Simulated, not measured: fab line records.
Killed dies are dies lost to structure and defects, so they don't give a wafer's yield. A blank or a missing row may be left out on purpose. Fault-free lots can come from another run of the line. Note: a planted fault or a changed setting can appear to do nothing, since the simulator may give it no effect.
fab line records	flow sky130
record lots=5	wafers=15	last-day=49
route steps=708 shown POLY_CUT@307 SD_P@320 RES_XHIGH@332 SD_N@342
lots with no fault: from the same line, run without faults
start-h: hours from the record's first day to the start of the lot's first wafer shown	wait-h: hours since the lot's step before	" same as the row above	L1.1+2: one row covering several wafers at once	- no value, or no start given	* or withheld: withheld	< > ~ a bound
route shown NAME@n: NAME is a module with steps in the file, n the number in the route of the first one	usual: mean/standard deviation of fault-free wafers	same: alike in all rows	chamber/n: place in a boat	sites: the reading at each site	_std_site: how widely they spread, as a standard deviation	_edge_site: outer sites' mean less inner sites'	radius-mm: for every site, how far away it sits from the centre of the wafer	mask NAME#n: copy n	behind: the tool/chamber that last shaped the wafer	hold: why the lot was held/for how many hours/how that ended	device: the n, p or np transistor that did not switch	end of line: the tests these same wafers got at the end of their route	a step without rows: its recipe alone	killed: dies lost to structure and defects at the first sort, not the wafer's yield	map: shows each die of a wafer: x if killed, . if not, _ if none is there
set.NAME: the setting as run; set.NAME@STEP: as run at that earlier step	model.NAME: the simulator's own value behind a step, which no gauge read
lots at some steps of the route; a table a step, a row a wafer
services: from which hour (start-h, from the record's first day; less than 0 if before it) a tool's chamber was out of use, for how many hours, and why
## steps
# step SKY_POLY_CUT_DEHYDRATE_00
# recipe temp-c=200	time-s=60
lot.wafer	tool	chamber	start-h	wait-h
L076.1+3+6	litho-track-03	0	556.18	14.5
L075.1+3+4	litho-track-03	0	558.28	14.4
L078.1+3+5	litho-track-03	0	579.03	13.7
L088.2+3+4	litho-track-04	0	672.60	13.2
L089.3+4+5	litho-track-04	0	682.58	13.5
# step SKY_POLY_CUT_HMDS_01
# recipe prime-time-s=60	prime-temp-c=120
# usual prime-temp-c=119.98/0.14
lot.wafer	tool	chamber	start-h	wait-h	prime-temp-c
L076.1	litho-track-03	0	556.33	0.1	119.83
L076.3	"	0	"	"	119.93
L076.6	"	0	"	"	120.23
L075.1	litho-track-03	0	558.43	0.1	119.87
L075.3	"	0	"	"	120.04
L075.4	"	0	"	"	119.97
L078.1	litho-track-03	0	579.18	0.1	119.31
L078.3	"	0	"	"	119.77
L078.5	"	0	"	"	119.68
L088.2	litho-track-04	0	672.75	0.1	119.99
L088.3	"	0	"	"	119.94
L088.4	"	0	"	"	119.95
L089.3	litho-track-04	0	682.73	0.1	120.14
L089.4	"	0	"	"	120.07
L089.5	"	0	"	"	119.96
# step SKY_POLY_CUT_COAT_02
# recipe resist=BARC	temp-c=withheld	time-s=withheld	spin-rpm=3000	resist-thk-nm=60
lot.wafer	tool	chamber	start-h	wait-h
L076.1+3+6	litho-track-03	0	556.48	0.1
L075.1+3+4	litho-track-03	0	558.58	0.1
L078.1+3+5	litho-track-03	0	579.33	0.1
L088.2+3+4	litho-track-04	0	672.90	0.1
L089.3+4+5	litho-track-04	0	682.88	0.1
# step SKY_POLY_CUT_COAT_03
# recipe resist=KrF-thick	spin-rpm=3000	resist-thk-nm=450
lot.wafer	tool	chamber	start-h	wait-h
L076.1+3+6	litho-track-03	0	-	-
L075.1+3+4	litho-track-03	0	-	-
L078.1+3+5	litho-track-03	0	-	-
L088.2+3+4	litho-track-04	0	-	-
L089.3+4+5	litho-track-04	0	-	-
# step SKY_POLY_CUT_SOFTBAKE_04
# recipe temp-c=100	time-s=90	resist=KrF-thick
lot.wafer	tool	chamber	start-h	wait-h
L076.1+3+6	litho-track-03	0	-	-
L075.1+3+4	litho-track-03	0	-	-
L078.1+3+5	litho-track-03	0	-	-
L088.2+3+4	litho-track-04	0	-	-
L089.3+4+5	litho-track-04	0	-	-
# step SKY_POLY_CUT_EXPOSE_05
# recipe mask-id=NPCM	na=0.8	source-shape=annular	sigma-inner=0.55	sigma-outer=0.85	target-cd-nm=270	dose-mj=32
# usual stage-vel-mm-s=500.04/0.22
lot.wafer	tool	chamber	start-h	wait-h	mask	stage-vel-mm-s
L076.1	krf-scanner-02	0	-	-	NPCM#0	499.90
L076.3	"	0	"	"	NPCM#0	500.03
L076.6	"	0	"	"	NPCM#0	499.89
L075.1	krf-scanner-01	0	-	-	NPCM#0	499.82
L075.3	"	0	"	"	NPCM#0	500.08
L075.4	"	0	"	"	NPCM#0	500.09
L078.1	krf-scanner-01	0	-	-	NPCM#0	499.86
L078.3	"	0	"	"	NPCM#0	500.15
L078.5	"	0	"	"	NPCM#0	499.90
L088.2	krf-scanner-02	0	-	-	NPCM#0	499.75
L088.3	"	0	"	"	NPCM#0	499.78
L088.4	"	0	"	"	NPCM#0	499.61
L089.3	krf-scanner-01	0	-	-	NPCM#0	499.82
L089.4	"	0	"	"	NPCM#0	500.18
L089.5	"	0	"	"	NPCM#0	499.98
# step SKY_POLY_CUT_PEB_06
# recipe peb-temp-c=withheld	peb-time-s=withheld	resist=KrF-thick
lot.wafer	tool	chamber	start-h	wait-h
L076.1+3+6	litho-track-04	0	-	-
L075.1+3+4	litho-track-03	0	-	-
L078.1+3+5	litho-track-01	0	-	-
L088.2+3+4	litho-track-01	0	-	-
L089.3+4+5	litho-track-03	0	-	-
# step SKY_POLY_CUT_DEVELOP_07
# recipe develop-time-s=60	resist=KrF-thick	dev-temp-c=21
# same develop-time-s=60
lot.wafer	tool	chamber	start-h	wait-h
L076.1+3+6	litho-track-04	0	-	-
L075.1+3+4	litho-track-03	0	-	-
L078.1+3+5	litho-track-01	0	-	-
L088.2+3+4	litho-track-01	0	-	-
L089.3+4+5	litho-track-03	0	-	-
# step SKY_POLY_CUT_CD_MEAS_08
# recipe target-cd-nm=270
# usual cd-nm=270.1/1.6
lot.wafer	tool	chamber	start-h	wait-h	cd-nm
L076.1	cd-sem-01	-	571.68	-	273.2
L076.3	"	-	"	"	272.2
L076.6	"	-	"	"	271.8
L075.1	cd-sem-01	-	573.98	-	269.7
L075.3	"	-	"	"	270.4
L075.4	"	-	"	"	269.2
L078.1	cd-sem-02	-	594.81	-	270.7
L078.3	"	-	"	"	270.7
L078.5	"	-	"	"	268.8
L088.2	cd-sem-01	-	687.48	-	272.8
L088.3	"	-	"	"	272.2
L088.4	"	-	"	"	270.2
L089.3	cd-sem-02	-	696.72	-	270.2
L089.4	"	-	"	"	271.2
L089.5	"	-	"	"	269.7
# step SKY_POLY_CUT_OVL_MEAS_09
# usual POLY_CUT_OVL=0/6.1
lot.wafer	tool	chamber	start-h	wait-h	POLY_CUT_OVL[nm]
L076.1	overlay-01	-	571.80	0.1	10
L076.3	"	-	"	"	6
L076.6	"	-	"	"	-1
L075.1	overlay-01	-	574.10	0.1	-9
L075.3	"	-	"	"	-3
L075.4	"	-	"	"	-5
L078.1	overlay-02	-	594.93	0.1	3
L078.3	"	-	"	"	5
L078.5	"	-	"	"	2
L088.2	overlay-02	-	687.58	0.1	5
L088.3	"	-	"	"	-9
L088.4	"	-	"	"	12
L089.3	overlay-01	-	696.82	0.1	6
L089.4	"	-	"	"	3
L089.5	"	-	"	"	5
# step SKY_POLY_CUT_ETCH_10
# recipe chemistry=N2/H2	target=BARC	ion-energy-ev=200	source-w=500	bias-w=100	pressure-mtorr=30	n2-flow-sccm=100	h2-flow-sccm=200	stop-on=SiO2	time-s=45.9	target-depth-a=600
# usual drypump-motor-current-A=5.4/0.46	oes-product-au=0.855/0.0049	throttle-valve-pct=13.224/0.0087
lot.wafer	tool	chamber	start-h	wait-h	drypump-motor-current-A	oes-product-au	rf-hours-counter-h	throttle-valve-pct
L076.1	rie-diel-01	1	571.83	0.0	5.7	0.864	18	13.226
L076.3	"	1	"	"	5.6	0.860	-	13.223
L076.6	"	1	"	"	5.6	0.852	-	13.232
L075.1	rie-diel-03	3	574.14	0.0	5.1	0.856	0	13.220
L075.3	"	2	"	"	4.9	0.856	11	13.226
L075.4	"	1	"	"	5.1	0.850	5	13.225
L078.1	rie-diel-03	3	594.96	0.0	5.1	0.858	1	13.222
L078.3	"	2	"	"	4.9	0.852	11	13.214
L078.5	"	2	"	"	4.9	0.861	-	13.235
L088.2	rie-diel-03	3	687.61	0.0	5.1	0.855	2	13.217
L088.3	"	2	"	"	4.8	0.852	12	13.226
L088.4	"	1	"	"	5.2	0.858	6	13.220
L089.3	rie-diel-01	1	696.84	0.0	5.7	0.859	21	13.224
L089.4	"	0	"	"	5.8	0.853	22	13.235
L089.5	"	1	"	"	5.7	0.857	-	13.228
# step SKY_POLY_CUT_ETCH_11
# recipe target=Si3N4	chemistry=CF4/CH2F2/Ar	stop-on=poly-Si	source-w=600	bias-w=150	pressure-mtorr=40	cf4-flow-sccm=40	ch2f2-flow-sccm=20	Ar_flow_sccm=150	time-s=42.5	target-depth-a=600
# usual drypump-motor-current-A=5.4/0.46	mfc-ar-sccm=150.0/0.45	oes-product-au=0.829/0.007	throttle-valve-pct=14.995/0.0088
lot.wafer	tool	chamber	start-h	wait-h	drypump-motor-current-A	mfc-ar-sccm	oes-product-au	rf-hours-counter-h	throttle-valve-pct
L076.1	rie-diel-01	1	571.90	0.0	5.6	150.0	0.824	18	15.010
L076.3	"	1	"	"	5.6	150.3	0.831	-	14.993
L076.6	"	1	"	"	5.6	150.4	0.829	-	15.011
L075.1	rie-diel-03	3	574.18	0.0	5.1	149.7	0.832	0	14.986
L075.3	"	2	"	"	4.8	149.2	0.827	11	14.993
L075.4	"	1	"	"	5.1	149.9	0.836	5	14.988
L078.1	rie-diel-03	3	595.01	0.0	5.1	149.2	0.818	1	14.995
L078.3	"	2	"	"	4.9	150.4	0.821	11	14.999
L078.5	"	2	"	"	4.9	150.6	0.829	-	15.000
L088.2	rie-diel-03	3	687.66	0.0	5.1	150.1	0.837	2	15.007
L088.3	"	2	"	"	4.9	150.1	0.836	12	15.009
L088.4	"	1	"	"	5.1	150.2	0.831	6	14.996
L089.3	rie-diel-01	1	696.88	0.0	5.6	149.3	0.832	21	14.990
L089.4	"	0	"	"	5.8	150.4	0.838	22	14.988
L089.5	"	1	"	"	5.6	148.8	0.825	-	14.986
# step SKY_POLY_CUT_STRIP_12
# recipe chemistry=O2/N2	power-w=1400	pressure-mtorr=1500	platen-temp-c=withheld	o2-flow-sccm=3000	n2-flow-sccm=300	overash-fraction=0.5
# usual drypump-motor-current-A=5.6/0.48	oes-product-au=0.453/0.005	strip-time-to-endpoint-s=5.362/0.017
lot.wafer	tool	chamber	start-h	wait-h	drypump-motor-current-A	oes-product-au	rf-hours-counter-h	strip-time-to-endpoint-s
L076.1	plasma-asher-02	0	571.96	0.0	6.3	0.458	12	5.320
L076.3	"	1	"	"	5.4	0.451	-	5.354
L076.6	"	0	"	"	6.3	0.461	-	5.328
L075.1	plasma-asher-04	1	574.22	0.0	5.0	0.453	77	5.383
L075.3	"	1	"	"	5.0	0.452	-	5.356
L075.4	"	0	"	"	5.9	0.451	-	5.405
L078.1	plasma-asher-04	1	595.05	0.0	5.0	0.439	79	5.378
L078.3	"	1	"	"	5.0	0.449	-	5.371
L078.5	"	0	"	"	5.9	0.463	-	5.362
L088.2	plasma-asher-03	1	687.70	0.0	5.6	0.455	57	5.378
L088.3	"	1	"	"	5.6	0.455	-	5.349
L088.4	"	0	"	"	5.9	0.453	-	5.372
L089.3	plasma-asher-03	0	696.96	0.1	5.9	0.459	-	5.356
L089.4	"	1	"	"	5.6	0.455	-	5.359
L089.5	"	0	"	"	5.9	0.459	-	5.350
# step SKY_SD_P_DEHYDRATE_00
# recipe temp-c=200	time-s=60
lot.wafer	tool	chamber	start-h	wait-h
L076.1+3+6	litho-track-03	0	585.83	13.8
L075.1+3+4	litho-track-01	0	587.86	13.6
L078.1+3+5	litho-track-01	0	608.86	13.8
L088.2+3+4	litho-track-03	0	701.66	13.9
L089.3+4+5	litho-track-03	0	710.68	13.7
# step SKY_SD_P_HMDS_01
# recipe prime-time-s=60	prime-temp-c=120
# usual prime-temp-c=120.01/0.13
lot.wafer	tool	chamber	start-h	wait-h	prime-temp-c
L076.1	litho-track-03	0	585.98	0.1	119.77
L076.3	"	0	"	"	120.11
L076.6	"	0	"	"	120.06
L075.1	litho-track-01	0	588.01	0.1	119.69
L075.3	"	0	"	"	120.09
L075.4	"	0	"	"	119.98
L078.1	litho-track-01	0	609.01	0.1	119.91
L078.3	"	0	"	"	119.98
L078.5	"	0	"	"	120.11
L088.2	litho-track-03	0	701.81	0.1	120.17
L088.3	"	0	"	"	119.89
L088.4	"	0	"	"	119.98
L089.3	litho-track-03	0	710.83	0.1	120.21
L089.4	"	0	"	"	120.15
L089.5	"	0	"	"	120.15
# step SKY_SD_P_COAT_02
# recipe resist=NOVOLAK	spin-rpm=3000	resist-thk-nm=1140
lot.wafer	tool	chamber	start-h	wait-h
L076.1+3+6	litho-track-03	0	586.13	0.1
L075.1+3+4	litho-track-01	0	588.16	0.1
L078.1+3+5	litho-track-01	0	609.16	0.1
L088.2+3+4	litho-track-03	0	701.96	0.1
L089.3+4+5	litho-track-03	0	710.98	0.1
# step SKY_SD_P_SOFTBAKE_03
# recipe temp-c=90	time-s=60	resist=NOVOLAK
lot.wafer	tool	chamber	start-h	wait-h
L076.1+3+6	litho-track-03	0	586.28	0.1
L075.1+3+4	litho-track-01	0	588.31	0.1
L078.1+3+5	litho-track-01	0	609.31	0.1
L088.2+3+4	litho-track-03	0	702.11	0.1
L089.3+4+5	litho-track-03	0	711.13	0.1
# step SKY_SD_P_EXPOSE_04
# recipe mask-id=PSDM	na=0.6	source-shape=conventional	sigma-outer=0.6	polarization=unpolarized	target-cd-nm=380	dose-mj=138
# usual stage-vel-mm-s=499.96/0.23
lot.wafer	tool	chamber	start-h	wait-h	mask	stage-vel-mm-s
L076.1	iline-stepper-01	0	-	-	PSDM#0	499.67
L076.3	"	0	"	"	PSDM#0	499.86
L076.6	"	0	"	"	PSDM#0	499.79
L075.1	iline-stepper-01	0	-	-	PSDM#0	499.57
L075.3	"	0	"	"	PSDM#0	500.03
L075.4	"	0	"	"	PSDM#0	499.66
L078.1	iline-stepper-02	0	-	-	PSDM#0	499.80
L078.3	"	0	"	"	PSDM#0	499.73
L078.5	"	0	"	"	PSDM#0	500.30
L088.2	iline-stepper-02	0	-	-	PSDM#0	499.97
L088.3	"	0	"	"	PSDM#0	499.91
L088.4	"	0	"	"	PSDM#0	499.86
L089.3	iline-stepper-01	0	-	-	PSDM#0	499.83
L089.4	"	0	"	"	PSDM#0	500.11
L089.5	"	0	"	"	PSDM#0	499.69
# step SKY_SD_P_PEB_05
# recipe temp-c=withheld	time-s=*	resist=NOVOLAK
lot.wafer	tool	chamber	start-h	wait-h
L076.1+3+6	litho-track-02	0	-	-
L075.1+3+4	litho-track-01	0	-	-
L078.1+3+5	litho-track-02	0	-	-
L088.2+3+4	litho-track-03	0	-	-
L089.3+4+5	litho-track-02	0	-	-
# step SKY_SD_P_DEVELOP_06
# recipe resist=NOVOLAK	developer=TMAH	develop-time-s=60	dev-temp-c=23
# same develop-time-s=60
lot.wafer	tool	chamber	start-h	wait-h
L076.1+3+6	litho-track-02	0	600.29	0.1
L075.1+3+4	litho-track-01	0	602.26	0.1
L078.1+3+5	litho-track-02	0	624.19	0.1
L088.2+3+4	litho-track-03	0	715.61	0.1
L089.3+4+5	litho-track-02	0	724.34	0.1
# step SKY_SD_P_CD_MEAS_07
# recipe target-cd-nm=380
# usual cd-nm=380.1/2.5
lot.wafer	tool	chamber	start-h	wait-h	cd-nm
L076.1	cd-sem-02	-	600.44	0.1	381.2
L076.3	"	-	"	"	381.5
L076.6	"	-	"	"	382.2
L075.1	cd-sem-02	-	602.41	0.1	379.8
L075.3	"	-	"	"	380.9
L075.4	"	-	"	"	380.8
L078.1	cd-sem-02	-	624.34	0.1	377.0
L078.3	"	-	"	"	376.7
L078.5	"	-	"	"	376.9
L088.2	cd-sem-02	-	715.75	0.1	383.8
L088.3	"	-	"	"	382.9
L088.4	"	-	"	"	383.2
L089.3	cd-sem-01	-	724.48	0.1	377.8
L089.4	"	-	"	"	378.3
L089.5	"	-	"	"	377.9
# step SKY_SD_P_OVL_MEAS_08
# usual SD_P_OVL=0.8/1.7
lot.wafer	tool	chamber	start-h	wait-h	SD_P_OVL[nm]
L076.1	overlay-02	-	600.56	0.1	2.8
L076.3	"	-	"	"	4.2
L076.6	"	-	"	"	2.6
L075.1	overlay-01	-	602.53	0.1	0.6
L075.3	"	-	"	"	0.8
L075.4	"	-	"	"	1.8
L078.1	overlay-01	-	624.46	0.1	0.4
L078.3	"	-	"	"	1.3
L078.5	"	-	"	"	-0.6
L088.2	overlay-01	-	715.86	0.1	-2.6
L088.3	"	-	"	"	-0.2
L088.4	"	-	"	"	-2.4
L089.3	overlay-01	-	724.58	0.1	-0.6
L089.4	"	-	"	"	-0.2
L089.5	"	-	"	"	1.2
# step SKY_SD_P_IMPLANT_09
# recipe species=BF2	energy-kev=20	dose-cm2=3e+15	tilt-deg=0
lot.wafer	tool	chamber	start-h	wait-h
L076.1+3+6	implanter-04	0	600.60	0.0
L075.1+3+4	implanter-03	0	602.56	0.0
L078.1+3+5	implanter-01	0	624.50	0.0
L088.2+3+4	implanter-01	0	715.91	0.0
L089.3+4+5	implanter-04	0	724.65	0.1
# step SKY_SD_P_STRIP_10
# recipe chemistry=O2/N2	power-w=1400	pressure-mtorr=1500	platen-temp-c=withheld	o2-flow-sccm=3000	n2-flow-sccm=300	overash-fraction=0.5
# usual drypump-motor-current-A=5.8/0.49	oes-product-au=0.617/0.0042	strip-time-to-endpoint-s=17.49/0.037
lot.wafer	tool	chamber	start-h	wait-h	drypump-motor-current-A	oes-product-au	rf-hours-counter-h	strip-time-to-endpoint-s
L076.1	plasma-asher-02	0	600.75	0.1	6.3	0.610	15	17.51
L076.3	"	1	"	"	5.5	0.616	-	17.54
L076.6	"	0	"	"	6.4	0.620	-	17.51
L075.1	plasma-asher-01	0	602.71	0.1	6.4	0.624	91	17.52
L075.3	"	1	"	"	5.0	0.616	-	17.46
L075.4	"	0	"	"	6.4	0.618	-	17.51
L078.1	plasma-asher-01	1	624.65	0.1	5.0	0.616	93	17.57
L078.3	"	1	"	"	5.0	0.614	-	17.56
L078.5	"	1	"	"	5.0	0.608	-	17.54
L088.2	plasma-asher-01	0	716.04	0.1	6.4	0.616	102	17.49
L088.3	"	0	"	"	6.4	0.615	-	17.48
L088.4	"	1	"	"	5.0	0.622	-	17.51
L089.3	plasma-asher-02	0	724.78	0.1	6.3	0.611	-	17.48
L089.4	"	1	"	"	5.4	0.616	-	17.47
L089.5	"	0	"	"	6.3	0.611	-	17.48
# step SKY_SD_P_TW_MEAS_11
# usual SD_P_TW=2830/14
lot.wafer	tool	chamber	start-h	wait-h	SD_P_TW
L076.1	film-metro-02	-	600.85	0.1	2840
L076.3	"	-	"	"	2837
L076.6	"	-	"	"	2838
L075.1	film-metro-02	-	602.81	0.1	2834
L075.3	"	-	"	"	2826
L075.4	"	-	"	"	2836
L078.1	film-metro-02	-	624.75	0.1	2830
L078.3	"	-	"	"	2833
L078.5	"	-	"	"	2831
L088.2	film-metro-02	-	716.15	0.1	2835
L088.3	"	-	"	"	2827
L088.4	"	-	"	"	2839
L089.3	film-metro-04	-	724.87	0.1	2827
L089.4	"	-	"	"	2828
L089.5	"	-	"	"	2833
# step SKY_RES_XHIGH_DEHYDRATE_00
# recipe temp-c=200	time-s=60
lot.wafer	tool	chamber	start-h	wait-h
L076.1+3+6	litho-track-02	0	614.89	14.0
L075.1+3+4	litho-track-03	0	616.93	14.1
L078.1+3+5	litho-track-03	0	638.38	13.6
L088.2+3+4	litho-track-03	0	729.11	12.9
L089.3+4+5	litho-track-03	0	738.33	13.5
# step SKY_RES_XHIGH_HMDS_01
# recipe prime-time-s=60	prime-temp-c=120
# usual prime-temp-c=119.99/0.15
lot.wafer	tool	chamber	start-h	wait-h	prime-temp-c
L076.1	litho-track-02	0	615.04	0.1	119.92
L076.3	"	0	"	"	119.91
L076.6	"	0	"	"	120.13
L075.1	litho-track-03	0	617.08	0.1	120.19
L075.3	"	0	"	"	119.91
L075.4	"	0	"	"	120.00
L078.1	litho-track-03	0	638.53	0.1	120.01
L078.3	"	0	"	"	120.08
L078.5	"	0	"	"	120.12
L088.2	litho-track-03	0	729.26	0.1	119.92
L088.3	"	0	"	"	119.91
L088.4	"	0	"	"	119.96
L089.3	litho-track-03	0	738.48	0.1	119.87
L089.4	"	0	"	"	120.07
L089.5	"	0	"	"	119.90
# step SKY_RES_XHIGH_COAT_02
# recipe resist=NOVOLAK	spin-rpm=3000	resist-thk-nm=1140
lot.wafer	tool	chamber	start-h	wait-h
L076.1+3+6	litho-track-02	0	615.19	0.1
L075.1+3+4	litho-track-03	0	617.23	0.1
L078.1+3+5	litho-track-03	0	638.68	0.1
L088.2+3+4	litho-track-03	0	729.41	0.1
L089.3+4+5	litho-track-03	0	738.63	0.1
# step SKY_RES_XHIGH_SOFTBAKE_03
# recipe temp-c=90	time-s=60	resist=NOVOLAK
lot.wafer	tool	chamber	start-h	wait-h
L076.1+3+6	litho-track-02	0	615.34	0.1
L075.1+3+4	litho-track-03	0	617.38	0.1
L078.1+3+5	litho-track-03	0	638.83	0.1
L088.2+3+4	litho-track-03	0	729.56	0.1
L089.3+4+5	litho-track-03	0	738.78	0.1
# step SKY_RES_XHIGH_EXPOSE_04
# recipe mask-id=URPM	na=0.6	source-shape=conventional	sigma-outer=0.6	polarization=unpolarized	target-cd-nm=1270	dose-mj=140
# usual stage-vel-mm-s=499.97/0.25
lot.wafer	tool	chamber	start-h	wait-h	mask	stage-vel-mm-s
L076.1	iline-stepper-01	0	-	-	URPM#0	500.24
L076.3	"	0	"	"	URPM#0	500.03
L076.6	"	0	"	"	URPM#0	499.91
L075.1	iline-stepper-02	0	-	-	URPM#0	499.73
L075.3	"	0	"	"	URPM#0	500.21
L075.4	"	0	"	"	URPM#0	499.87
L078.1	iline-stepper-02	0	-	-	URPM#0	499.59
L078.3	"	0	"	"	URPM#0	499.54
L078.5	"	0	"	"	URPM#0	500.09
L088.2	iline-stepper-02	0	-	-	URPM#0	500.17
L088.3	"	0	"	"	URPM#0	500.51
L088.4	"	0	"	"	URPM#0	500.44
L089.3	iline-stepper-01	0	-	-	URPM#0	500.15
L089.4	"	0	"	"	URPM#0	499.94
L089.5	"	0	"	"	URPM#0	499.95
# step SKY_RES_XHIGH_PEB_05
# recipe temp-c=withheld	time-s=*	resist=NOVOLAK
lot.wafer	tool	chamber	start-h	wait-h
L076.1+3+6	litho-track-03	0	-	-
L075.1+3+4	litho-track-04	0	-	-
L078.1+3+5	litho-track-04	0	-	-
L088.2+3+4	litho-track-03	0	-	-
L089.3+4+5	litho-track-03	0	-	-
# step SKY_RES_XHIGH_DEVELOP_06
# recipe resist=NOVOLAK	developer=TMAH	develop-time-s=60	dev-temp-c=23
# same develop-time-s=60
lot.wafer	tool	chamber	start-h	wait-h
L076.1+3+6	litho-track-03	0	629.78	0.1
L075.1+3+4	litho-track-04	0	631.58	0.1
L078.1+3+5	litho-track-04	0	653.43	0.1
L088.2+3+4	litho-track-03	0	743.01	0.1
L089.3+4+5	litho-track-03	0	752.08	0.1
# step SKY_RES_XHIGH_IMPLANT_07
# recipe species=BF2	energy-kev=20.16	dose-cm2=3.6e+14	tilt-deg=0
lot.wafer	tool	chamber	start-h	wait-h
L076.1+3+6	implanter-02	0	629.93	0.1
L075.1+3+4	implanter-02	0	631.73	0.1
L078.1+3+5	implanter-03	0	653.58	0.1
L088.2+3+4	implanter-02	0	743.16	0.1
L089.3+4+5	implanter-04	0	752.23	0.1
# step SKY_RES_XHIGH_STRIP_08
# recipe chemistry=O2/N2	power-w=1400	pressure-mtorr=1500	platen-temp-c=withheld	o2-flow-sccm=3000	n2-flow-sccm=300	overash-fraction=0.5
# usual drypump-motor-current-A=5.6/0.56	oes-product-au=0.710/0.0044	strip-time-to-endpoint-s=14.28/0.038
lot.wafer	tool	chamber	start-h	wait-h	drypump-motor-current-A	oes-product-au	rf-hours-counter-h	strip-time-to-endpoint-s
L076.1	plasma-asher-04	1	630.08	0.1	5.0	0.710	83	14.25
L076.3	"	1	"	"	5.0	0.714	-	14.26
L076.6	"	0	"	"	5.9	0.711	-	14.23
L075.1	plasma-asher-04	0	631.88	0.1	5.9	0.717	83	14.25
L075.3	"	1	"	"	5.0	0.708	-	14.31
L075.4	"	0	"	"	5.9	0.719	-	14.28
L078.1	plasma-asher-04	1	653.73	0.1	5.0	0.706	85	14.30
L078.3	"	1	"	"	5.0	0.711	-	14.28
L078.5	"	0	"	"	5.9	0.707	-	14.32
L088.2	plasma-asher-04	0	743.28	0.1	5.9	0.719	95	14.29
L088.3	"	1	"	"	4.9	0.717	-	14.34
L088.4	"	0	"	"	5.9	0.712	-	14.31
L089.3	plasma-asher-02	0	752.37	0.1	6.3	0.709	-	14.27
L089.4	"	1	"	"	5.4	0.708	-	14.27
L089.5	"	0	"	"	6.3	0.712	-	14.28
# step SKY_RES_XHIGH_TW_MEAS_09
# usual RES_XHIGH_TW=1645/9.1
lot.wafer	tool	chamber	start-h	wait-h	RES_XHIGH_TW
L076.1	film-metro-01	-	630.18	0.1	1652
L076.3	"	-	"	"	1653
L076.6	"	-	"	"	1647
L075.1	film-metro-01	-	631.98	0.1	1657
L075.3	"	-	"	"	1655
L075.4	"	-	"	"	1649
L078.1	film-metro-04	-	653.83	0.1	1651
L078.3	"	-	"	"	1641
L078.5	"	-	"	"	1650
L088.2	film-metro-04	-	743.39	0.1	1643
L088.3	"	-	"	"	1639
L088.4	"	-	"	"	1648
L089.3	film-metro-02	-	752.45	0.1	1654
L089.4	"	-	"	"	1659
L089.5	"	-	"	"	1640
# step SKY_SD_N_DEHYDRATE_00
# recipe temp-c=200	time-s=60
lot.wafer	tool	chamber	start-h	wait-h
L076.1+3+6	litho-track-01	0	644.61	14.4
L075.1+3+4	litho-track-02	0	645.84	13.9
L078.1+3+5	litho-track-04	0	667.38	13.5
L088.2+3+4	litho-track-02	0	757.02	13.6
L089.3+4+5	litho-track-01	0	764.91	12.4
# step SKY_SD_N_HMDS_01
# recipe prime-time-s=60	prime-temp-c=120
# usual prime-temp-c=119.99/0.15
lot.wafer	tool	chamber	start-h	wait-h	prime-temp-c
L076.1	litho-track-01	0	644.76	0.1	120.12
L076.3	"	0	"	"	119.84
L076.6	"	0	"	"	119.97
L075.1	litho-track-02	0	645.99	0.1	119.95
L075.3	"	0	"	"	119.95
L075.4	"	0	"	"	120.06
L078.1	litho-track-04	0	667.53	0.1	119.93
L078.3	"	0	"	"	119.86
L078.5	"	0	"	"	119.99
L088.2	litho-track-02	0	757.17	0.1	119.95
L088.3	"	0	"	"	119.81
L088.4	"	0	"	"	120.07
L089.3	litho-track-01	0	765.06	0.1	119.84
L089.4	"	0	"	"	119.92
L089.5	"	0	"	"	120.15
# step SKY_SD_N_COAT_02
# recipe resist=NOVOLAK	spin-rpm=3000	resist-thk-nm=1140
lot.wafer	tool	chamber	start-h	wait-h
L076.1+3+6	litho-track-01	0	644.91	0.1
L075.1+3+4	litho-track-02	0	646.14	0.1
L078.1+3+5	litho-track-04	0	667.68	0.1
L088.2+3+4	litho-track-02	0	757.32	0.1
L089.3+4+5	litho-track-01	0	765.21	0.1
# step SKY_SD_N_SOFTBAKE_03
# recipe temp-c=90	time-s=60	resist=NOVOLAK
lot.wafer	tool	chamber	start-h	wait-h
L076.1+3+6	litho-track-01	0	645.06	0.1
L075.1+3+4	litho-track-02	0	646.29	0.1
L078.1+3+5	litho-track-04	0	667.83	0.1
L088.2+3+4	litho-track-02	0	757.47	0.1
L089.3+4+5	litho-track-01	0	765.36	0.1
# step SKY_SD_N_EXPOSE_04
# recipe mask-id=NSDM	na=0.6	source-shape=conventional	sigma-outer=0.6	polarization=unpolarized	target-cd-nm=380	dose-mj=141
# usual stage-vel-mm-s=499.98/0.22
lot.wafer	tool	chamber	start-h	wait-h	mask	stage-vel-mm-s
L076.1	iline-stepper-02	0	-	-	NSDM#0	499.51
L076.3	"	0	"	"	NSDM#0	499.79
L076.6	"	0	"	"	NSDM#0	499.66
L075.1	iline-stepper-01	0	-	-	NSDM#0	500.09
L075.3	"	0	"	"	NSDM#0	499.81
L075.4	"	0	"	"	NSDM#0	500.25
L078.1	iline-stepper-02	0	-	-	NSDM#0	499.56
L078.3	"	0	"	"	NSDM#0	499.83
L078.5	"	0	"	"	NSDM#0	499.94
L088.2	iline-stepper-02	0	-	-	NSDM#0	499.80
L088.3	"	0	"	"	NSDM#0	499.85
L088.4	"	0	"	"	NSDM#0	499.74
L089.3	iline-stepper-01	0	-	-	NSDM#0	500.05
L089.4	"	0	"	"	NSDM#0	500.36
L089.5	"	0	"	"	NSDM#0	500.21
## services
tool	chamber	start-h	hours	kind
krf-scanner-01	-	547.44	1.0	pm
rie-diel-01	3	551.03	62.2	repair
rie-diel-01	0	553.52	1.7	repair
implanter-04	-	556.70	1.6	repair
iline-stepper-02	-	563.49	15.2	repair
rie-diel-01	0	565.22	18.6	repair
iline-stepper-01	-	576.84	1.7	repair
iline-stepper-02	-	578.68	1.7	pm
krf-scanner-01	-	585.25	1.3	pm
iline-stepper-02	-	586.57	2.1	pm
krf-scanner-01	-	589.66	0.6	repair
rie-diel-01	-	591.88	2.8	pm
rie-diel-01	0	596.37	19.9	repair
implanter-04	-	606.32	20.2	repair
rie-diel-03	-	624.14	14.6	pm
rie-diel-01	0	624.56	4.1	repair
krf-scanner-01	-	631.66	0.9	repair
implanter-04	-	634.88	5.9	repair
rie-diel-03	1	639.04	6.0	repair
iline-stepper-01	-	648.92	1.7	pm
rie-diel-03	2	670.67	12.4	repair
plasma-asher-02	-	704.44	0.4	repair
rie-diel-03	1	704.84	3.2	repair
rie-diel-03	3	751.89	9.5	repair
## key
fault none
